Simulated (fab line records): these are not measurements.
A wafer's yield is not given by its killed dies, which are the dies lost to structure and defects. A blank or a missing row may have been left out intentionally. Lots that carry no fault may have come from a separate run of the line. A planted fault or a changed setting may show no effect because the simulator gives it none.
What tool caused it? / flow gf180mcu / Sampling: 14 lots, 42 wafers, 3 of 602 route steps

== WHAT THE GAUGES SHOWED, per wafer ==
GF_POLY_GATE_CD_MEAS_10 targets a cd of 280 nm. Usual: cdNm 280.1 nm, standard deviation 1.2.
lot=L911; measured=day 9 04:50; on=cdSem-02; cdNm (nm)=277.7 278.7 277.8; flag=
lot=L913; measured=day 9 19:50; on=cdSem-01; cdNm (nm)=280.5 281.2 281.2; flag=
lot=L912; measured=day 9 22:50; on=cdSem-02; cdNm (nm)=281.9 281.7 282.0; flag=
lot=L917; measured=day 11 05:24; on=cdSem-01; cdNm (nm)=279.7 279.9 281.2; flag=
lot=L922; measured=day 12 17:45; on=cdSem-01; cdNm (nm)=281.6 280.5 280.7; flag=
lot=L923; measured=day 12 17:58; on=cdSem-02; cdNm (nm)=278.5 277.3 277.1; flag=
lot=L924; measured=day 13 06:06; on=cdSem-01; cdNm (nm)=278.2 278.8 279.3; flag=
lot=L925; measured=day 13 12:02; on=cdSem-01; cdNm (nm)=280.0 281.5 281.2; flag=
lot=L926; measured=day 13 22:05; on=cdSem-01; cdNm (nm)=281.2 280.1 280.7; flag=
lot=L927; measured=day 14 03:48; on=cdSem-01; cdNm (nm)=279.3 279.6 279.9; flag=
lot=L929; measured=day 14 14:49; on=cdSem-02; cdNm (nm)=282.2 281.3 280.4; flag=
lot=L932; measured=day 15 12:06; on=cdSem-02; cdNm (nm)=281.6 281.0 280.2; flag=
lot=L933; measured=day 15 17:59; on=cdSem-01; cdNm (nm)=277.6 278.4 277.6; flag=
lot=L934; measured=day 16 05:38; on=cdSem-01; cdNm (nm)=281.3 281.7 281.1; flag=

GF_HV_LDD_TW_MEAS_50. Usual: HV_LDD_4_TW gives 564 (standard deviation 5.2).
lot=L911; measured=day 12 11:07; on=filmMetro-04; HV_LDD_4_TW=567 566 568; flag=
lot=L913; measured=day 13 01:15; on=filmMetro-03; HV_LDD_4_TW=557 554 557; flag=
lot=L912; measured=day 13 05:55; on=filmMetro-03; HV_LDD_4_TW=560 560 559; flag=
lot=L917; measured=day 14 17:41; on=filmMetro-03; HV_LDD_4_TW=562 561 560; flag=
lot=L922; measured=day 16 10:36; on=filmMetro-04; HV_LDD_4_TW=570 567 568; flag=
lot=L923; measured=day 16 12:06; on=filmMetro-03; HV_LDD_4_TW=563 564 562; flag=
lot=L924; measured=day 16 21:58; on=filmMetro-04; HV_LDD_4_TW=565 565 569; flag=
lot=L925; measured=day 17 07:08; on=filmMetro-02; HV_LDD_4_TW=574 576 572; flag=
lot=L926; measured=day 17 16:11; on=filmMetro-04; HV_LDD_4_TW=567 566 562; flag=
lot=L927; measured=day 17 23:25; on=filmMetro-02; HV_LDD_4_TW=572 575 572; flag=
lot=L929; measured=day 18 11:42; on=filmMetro-04; HV_LDD_4_TW=563 563 565; flag=
lot=L932; measured=day 19 11:56; on=filmMetro-02; HV_LDD_4_TW=571 570 575; flag=
lot=L933; measured=day 19 19:07; on=filmMetro-03; HV_LDD_4_TW=565 564 563; flag=
lot=L934; measured=day 20 08:05; on=filmMetro-04; HV_LDD_4_TW=567 567 567; flag=

GF_PSD_RS_MEAS_15: measures by four-point-probe. Usual: PSD_RS gives 108.6 ohm/sq (standard deviation 0.31).
lot=L911; measured=day 14 07:38; on=filmMetro-01; PSD_RS (ohm/sq)=108.2 108.4 108.3; flag=
lot=L913; measured=day 14 22:41; on=filmMetro-01; PSD_RS (ohm/sq)=108.4 108.4 108.3; flag=
lot=L912; measured=day 15 03:44; on=filmMetro-01; PSD_RS (ohm/sq)=109.0 108.6 108.8; flag=
lot=L917; measured=day 16 17:27; on=filmMetro-01; PSD_RS (ohm/sq)=108.7 108.8 108.9; flag=
lot=L922; measured=day 18 13:10; on=filmMetro-03; PSD_RS (ohm/sq)=108.9 108.9 108.7; flag=
lot=L923; measured=day 18 15:43; on=filmMetro-03; PSD_RS (ohm/sq)=108.6 108.5 108.3; flag=
lot=L924; measured=day 18 23:48; on=filmMetro-01; PSD_RS (ohm/sq)=109.3 109.1 109.1; flag=
lot=L925; measured=day 19 10:05; on=filmMetro-04; PSD_RS (ohm/sq)=108.7 108.7 108.4; flag=
lot=L926; measured=day 19 19:53; on=filmMetro-01; PSD_RS (ohm/sq)=108.6 108.5 108.8; flag=
lot=L927; measured=day 20 04:11; on=filmMetro-03; PSD_RS (ohm/sq)=108.4 108.6 108.4; flag=
lot=L929; measured=day 20 15:48; on=filmMetro-03; PSD_RS (ohm/sq)=108.5 108.5 108.5; flag=
lot=L932; measured=day 21 16:31; on=filmMetro-04; PSD_RS (ohm/sq)=108.8 108.8 108.9; flag=
lot=L933; measured=day 22 00:05; on=filmMetro-04; PSD_RS (ohm/sq)=108.3 108.0 108.4; flag=
lot=L934; measured=day 22 11:07; on=filmMetro-01; PSD_RS (ohm/sq)=108.3 108.4 107.9; flag=

== TOOL THAT RAN EACH LOT (tool first, then ch and the chambers of the sampled wafers, then the start) ==
The record holds no process step before these readings.

== AS READ BY THE TOOLS THEMSELVES (means over the sampled wafers that have a number; for cases with no such wafer, the mark the record gives instead) ==
The record holds no such reading with a usual standard deviation.

== THE ANSWER, worked out from the rows above alone ==
Rule: a lot is off if the mean of its wafers that have a number lies more than 3 standard deviations from the usual mean. A lot without any number at a reading at which 4 lots or more have one is off too. Any other lot the step has rows for is counted as sound. First the gauges in route order, then the tools' own readings, where a lot's mean is used as printed above. The first step at which some lot is off is used, and at that step the reading that is off furthest; a lot without a number counts as furthest.
Across all readings shown, no lot is off: no conclusion can be drawn from this.

== WHAT THE SIMULATOR HAD INSERTED ==
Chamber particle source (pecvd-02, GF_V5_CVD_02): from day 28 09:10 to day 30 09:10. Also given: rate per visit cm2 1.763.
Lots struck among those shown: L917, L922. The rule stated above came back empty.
